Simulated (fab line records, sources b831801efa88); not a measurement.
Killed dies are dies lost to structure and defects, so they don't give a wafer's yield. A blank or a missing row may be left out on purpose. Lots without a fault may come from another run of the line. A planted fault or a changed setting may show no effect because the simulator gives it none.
Which tool did it? | flow sky130 | 6 lots, 18 wafers sampled, at 2 steps of a route of 708

WHAT THE GAUGES READ, wafer by wafer
SKY_SD_P_OVL_MEAS_08.
lot  | measured     | on         | SD_P_OVL (nm)
L389 | day 26 14:35 | overlay-01 | -0.6 -0.4 -0.4
L390 | day 26 16:49 | overlay-01 | -0.4 -1.9 -1.8
L399 | day 29 08:37 | overlay-01 | 69.6 70.9 69.5
L401 | day 29 22:14 | overlay-01 | -3.1 -1.6 -2.1
L405 | day 31 09:47 | overlay-01 | 1.0 1.5 -0.7
L407 | day 32 07:10 | overlay-02 | 1.3 -0.7 0.8

WHICH TOOL RAN EACH LOT (tool, then ch and the chambers of the sampled wafers, then the start)
lot  | SKY_SD_P_EXPOSE_04
L389 | iline_stepper-01 ch 0, day 26 00:44
L390 | iline_stepper-02 ch 0, day 26 03:17
L399 | iline_stepper-02 ch 0, day 28 18:35
L401 | iline_stepper-01 ch 0, day 29 07:53
L405 | iline_stepper-01 ch 0, day 30 20:32
L407 | iline_stepper-01 ch 0, day 31 17:13
- SKY_SD_P_EXPOSE_04: exposes mask PSDM, target cd 380 nm.

THE ANSWER, worked out from the rows above alone
Rule: what is usual is taken from the lots themselves. Put in order of their means at a reading, lots are off if they are a third of the lots or fewer, leave a main group of 4 or more, and stand apart from it by a gap of 3 or more times the standard deviation of the main group's means; of several such gaps the widest counts. A main group whose means are all the same, to the digits that the tables above print for the reading, isn't used. A lot without any number at a reading at which 4 lots or more have one is off too. The other lots that the step has rows for count as sound.
Off: L399, at SKY_SD_P_OVL_MEAS_08 (SD_P_OVL). The main group: mean -0.6 nm, standard deviation 1.1.
A tool fits if, at a process step before that reading, it ran every lot that is off, and no sound lot after the first of them. The gauges at SKY_SD_P_OVL_MEAS_08 are tried like those tools. One fits: iline_stepper-02 at SKY_SD_P_EXPOSE_04. Its last sound lot is L390 (day 26 03:17), its first lot that is off L399 (day 28 18:35): a fault that began between those two fits.

WHAT THE SIMULATOR HAD PUT IN
Scanner matching overlay: iline_stepper-02, from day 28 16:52 on, at SKY_SD_P_EXPOSE_04. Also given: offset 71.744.
Lots struck among those shown: L399. The rule above found the same.
